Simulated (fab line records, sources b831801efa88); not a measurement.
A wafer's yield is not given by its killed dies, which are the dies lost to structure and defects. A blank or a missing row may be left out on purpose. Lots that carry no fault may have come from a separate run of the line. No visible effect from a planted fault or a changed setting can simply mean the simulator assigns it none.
Chamber matching / flow gf180mcu / GF_V2_CMP_26 on cmp-01: 4 sister chambers
The step polishes, stops on SiO2, t overpolish 15 s, target thk 0 nm. 8 wafers are shown with their chamber, then 10 later ones without.

== WAFERS, EACH WITH ITS CHAMBER ==
wafer=L086.5; chamber=3; motorCurrentA (A)=13.5; timeToEndpointS (s)=81
wafer=L090.4; chamber=2; motorCurrentA (A)=9.0; timeToEndpointS (s)=85
wafer=L090.6; chamber=1; motorCurrentA (A)=9.8; timeToEndpointS (s)=84
wafer=L091.2; chamber=0; motorCurrentA (A)=10.0; timeToEndpointS (s)=87
wafer=L091.3; chamber=3; motorCurrentA (A)=13.4; timeToEndpointS (s)=83
wafer=L091.5; chamber=1; motorCurrentA (A)=10.5; timeToEndpointS (s)=80
wafer=L092.2; chamber=2; motorCurrentA (A)=9.0; timeToEndpointS (s)=86
wafer=L092.3; chamber=0; motorCurrentA (A)=10.2; timeToEndpointS (s)=90

== WAFERS WITHOUT THEIR CHAMBER ==
wafer=L092.6; motorCurrentA (A)=12.9; timeToEndpointS (s)=82
wafer=L094.3; motorCurrentA (A)=10.1; timeToEndpointS (s)=79
wafer=L094.4; motorCurrentA (A)=10.4; timeToEndpointS (s)=87
wafer=L094.6; motorCurrentA (A)=10.0; timeToEndpointS (s)=78
wafer=L096.1; motorCurrentA (A)=10.4; timeToEndpointS (s)=91
wafer=L096.2; motorCurrentA (A)=9.2; timeToEndpointS (s)=88
wafer=L096.3; motorCurrentA (A)=10.5; timeToEndpointS (s)=83
wafer=L097.2; motorCurrentA (A)=9.7; timeToEndpointS (s)=87
wafer=L097.4; motorCurrentA (A)=12.8; timeToEndpointS (s)=84
wafer=L097.5; motorCurrentA (A)=10.0; timeToEndpointS (s)=82

== THE CHAMBER EACH PASSED THROUGH ==
wafer=L092.6; from the rows above=3; in truth=3
wafer=L094.3; from the rows above=1; in truth=1
wafer=L094.4; from the rows above=can't be placed: 0 or 1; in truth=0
wafer=L094.6; from the rows above=1; in truth=1
wafer=L096.1; from the rows above=0; in truth=0
wafer=L096.2; from the rows above=can't be placed: 2 or 0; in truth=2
wafer=L096.3; from the rows above=can't be placed: 1 or 0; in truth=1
wafer=L097.2; from the rows above=can't be placed: 0 or 2 or 1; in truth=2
wafer=L097.4; from the rows above=3; in truth=3
wafer=L097.5; from the rows above=1; in truth=1
Placed correctly: 6 of 10. These rows do not allow placing 4 (true chamber among the candidates in 4). Number placed wrongly: 0.
How it was worked out, from the rows above alone: a wafer's distance from a chamber is the root of the sum, over the readings, of the square of ((its reading less the chamber's mean) divided by the reading's scatter). If the next closest chamber is less than 2 further off than the closest, the wafer can't be placed; otherwise it belongs to the closest. A chamber's mean is the mean of its shown wafers. The scatter is the square root of a quotient: the sum, over the shown wafers, of each reading's squared deviation from its chamber's mean, divided by wafers minus chambers.
